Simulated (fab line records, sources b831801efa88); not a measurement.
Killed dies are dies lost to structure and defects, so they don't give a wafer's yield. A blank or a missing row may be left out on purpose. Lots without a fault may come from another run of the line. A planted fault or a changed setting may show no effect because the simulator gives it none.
One fault seen from 2 desks | flow sky130 | each desk has only its own numbers; what lay behind them comes last

THE METROLOGY DESK
What the gauges read, lot by lot, whatever tool the lot ran on: means of the sampled wafers that have a number. A lot is out of limits, marked OUT, if its mean lies more than 4 standard deviations from the usual mean; the brackets give that distance.
Columns: A = VIA1_BOW at SKY_VIA1_BOW_MEAS_03, usual 80 um; B = cd_nm at SKY_VIA1_CD_MEAS_12, usual 150.4 nm
lot  | first seen here | A  | B
L659 | day 33 03:46    | 82 | 148.2
L661 | day 33 18:40    | 90 | 150.4
L662 | day 34 09:43    | 76 | 149.0
L663 | day 35 06:33    | 81 | 151.3
L666 | day 35 09:00    | 79 | 150.9
L667 | day 36 04:28    | 83 | 133.2 (-10) OUT
L668 | day 36 08:28    | 84 | 133.7 (-9.8) OUT
L670 | day 36 14:02    | 82 | 141.4 (-5.3) OUT
L672 | day 37 09:35    | 76 | 152.3
L677 | day 38 23:37    | 73 | 153.9
L678 | day 39 05:16    | 84 | 150.1
L679 | day 39 14:38    | 80 | 151.2
L681 | day 39 21:34    | 78 | 152.0
L680 | day 40 03:25    | 77 | 147.8
L682 | day 40 17:07    | 89 | 150.6
This desk's finding: out of limits on L667, L668, L670; first on L667, day 37 07:18 (cd_nm at SKY_VIA1_CD_MEAS_12). In limits: L659, L661, L662, L663, L666, L672, L677, L678, L679, L681, L680, L682.

THE TOOL OWNER'S DESK: krf_scanner-01
The tool's own readings at SKY_VIA1_EXPOSE_09 (exposes mask VIM, target cd 150 nm): means of the sampled wafers that have a number, for each lot that ran on this tool. A lot is out of limits, marked OUT, if its mean lies more than 4 standard deviations from the usual mean; the brackets give that distance.
Columns: A = focus_offset_nm at SKY_VIA1_EXPOSE_09, usual 0.1 nm
lot  | first seen here | A
L659 | day 33 17:53    | 0.1
L661 | day 34 08:20    | 0.3
L666 | day 35 22:46    | -0.3
L667 | day 36 18:16    | -0.1
L668 | day 36 21:53    | 0.2
L670 | day 37 03:29    | 0.4
L677 | day 39 12:23    | 0.2
L678 | day 39 17:49    | -0.4
L679 | day 40 03:16    | -0.0
L681 | day 40 09:58    | -0.2
L680 | day 40 15:56    | 0.7
This desk's finding: nothing out of limits on any of the 11 lots.

PUT TOGETHER
The metrology desk could have raised an alarm at day 37 07:18, on L667, L668, L670.
The tool owner's desk saw nothing out of limits.
The tool owner's desk has L667, L668, L670 on record, within its limits.
Of the lots named, all ran SKY_VIA1_EXPOSE_09 on krf_scanner-01.

WHAT THE SIMULATOR HAD PUT IN
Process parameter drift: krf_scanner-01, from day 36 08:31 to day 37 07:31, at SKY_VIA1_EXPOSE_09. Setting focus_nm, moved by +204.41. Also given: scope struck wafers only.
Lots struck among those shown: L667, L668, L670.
Hours from the fault's start to each desk's first reading out of limits: the metrology desk, 23.
